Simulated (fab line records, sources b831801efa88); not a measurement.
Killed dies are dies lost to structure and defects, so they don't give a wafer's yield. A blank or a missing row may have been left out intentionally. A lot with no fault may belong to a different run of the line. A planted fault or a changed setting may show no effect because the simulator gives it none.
Which of the tools did it? ; flow gf180mcu ; 13 lots with 38 wafers sampled at 2 steps, on a route of 602 steps

## WHAT THE GAUGES READ, wafer by wafer
GF_VT_IMPLANT_OVL_MEAS_29. Usual: VT_IMPLANT_02_OVL 0.6 nm, standard deviation 1.4.
lot;measured;on;VT_IMPLANT_02_OVL (nm);flag
L545;day 7 14:09;overlay-02;0.2 -0.7 0.6;
L544;day 7 15:42;overlay-01;-1.8 -1.6 -0.9;
L546;day 7 17:56;overlay-01;-1.0 0.6 -0.4;
L547;day 8 04:09;overlay-01;0.6 0.5 0.6;
L548;day 8 21:22;overlay-02;0.1 2.0 1.8;
L550;day 9 02:37;overlay-02;2.0 4.9;
L557;day 10 20:21;overlay-01;1.8 2.9 1.1;
L559;day 11 11:39;overlay-01;-0.8 -1.3 1.1;
L560;day 11 17:15;overlay-01;0.3 2.4 1.9;
L561;day 11 20:13;overlay-02;2.4 -0.1 0.1;
L563;day 12 14:07;overlay-01;-1.6 1.6 2.0;
L564;day 12 18:06;overlay-02;0.5 0.9 0.6;
L565;day 13 06:56;overlay-01;1.5 1.8 2.3;

## EACH LOT AND THE TOOL THAT RAN IT (in order: tool; ch and the chambers of the sampled wafers; start)
lot;GF_NWELL_STRIP_10
L545;plasma-asher-04 ch 0,1, day 3 23:53
L544;plasma-asher-02 ch 0,1, day 4 00:02
L546;plasma-asher-03 ch 0,1, day 4 04:07
L547;plasma-asher-04 ch 0,1, day 4 08:58
L548;plasma-asher-03 ch 0,1, day 5 01:28
L550;plasma-asher-03 ch 0,1, day 5 05:35
L557;plasma-asher-02 ch 0,1, day 6 15:44
L559;plasma-asher-03 ch 0,1, day 7 04:10
L560;plasma-asher-02 ch 0, day 7 08:55
L561;plasma-asher-02 ch 0,1, day 7 13:26
L563;plasma-asher-03 ch 0,1, day 8 02:05
L564;plasma-asher-02 ch 0,1, day 8 06:30
L565;plasma-asher-04 ch 0,1, day 8 16:19
- GF_NWELL_STRIP_10: strips in O2/N2.

## AS READ BY THE TOOLS THEMSELVES (means over the sampled wafers that have a number; for cases with no such wafer, the mark the record gives instead)
GF_NWELL_STRIP_10. Usual: drypump-motor-current-A 5.6 A, standard deviation 0.5; heater-power-w 326 W, standard deviation 41; oes-product-au 0.723 a.u., standard deviation 0.0049; strip-time-to-endpoint-s 36.96 s, standard deviation 0.11.
lot;tool;drypump-motor-current-A (A);heater-power-w (W);oes-product-au (a.u.);strip-time-to-endpoint-s (s);flag
L545;plasma-asher-04;5.3;350;0.720;37.04;
L544;plasma-asher-02;5.1;298;0.725;36.83;
L546;plasma-asher-03;6.1;348;0.721;37.00;
L547;plasma-asher-04;5.1;366;0.724;36.97;
L548;plasma-asher-03;6.1;324;0.720;37.10;
L550;plasma-asher-03;6.1;336;0.720;37.02;
L557;plasma-asher-02;5.4;280;0.726;36.93;
L559;plasma-asher-03;6.1;347;0.721;37.00;
L560;plasma-asher-02;4.8;315;0.721;36.97;
L561;plasma-asher-02;5.4;281;0.725;36.87;
L563;plasma-asher-03;6.1;321;0.724;37.08;
L564;plasma-asher-02;5.4;272;0.722;36.91;
L565;plasma-asher-04;5.1;364;0.725;36.97;

## THE ANSWER, worked out from the rows above alone
Rule: a lot is off if the mean of its wafers that have a number lies more than 3 standard deviations from the usual mean. Also off: a lot with no number at a reading for which 4 or more lots have one. Any other lot the step has rows for is counted as sound. After the gauges, taken in route order, come the tools' own readings; for these a lot's mean is taken, as printed above. The first step at which some lot is off is used, and at that step the reading that is off furthest; a lot without a number counts as furthest.
Across all readings shown, no lot is off: no conclusion can be drawn from this.

## WHAT HAD BEEN PUT IN BY THE SIMULATOR
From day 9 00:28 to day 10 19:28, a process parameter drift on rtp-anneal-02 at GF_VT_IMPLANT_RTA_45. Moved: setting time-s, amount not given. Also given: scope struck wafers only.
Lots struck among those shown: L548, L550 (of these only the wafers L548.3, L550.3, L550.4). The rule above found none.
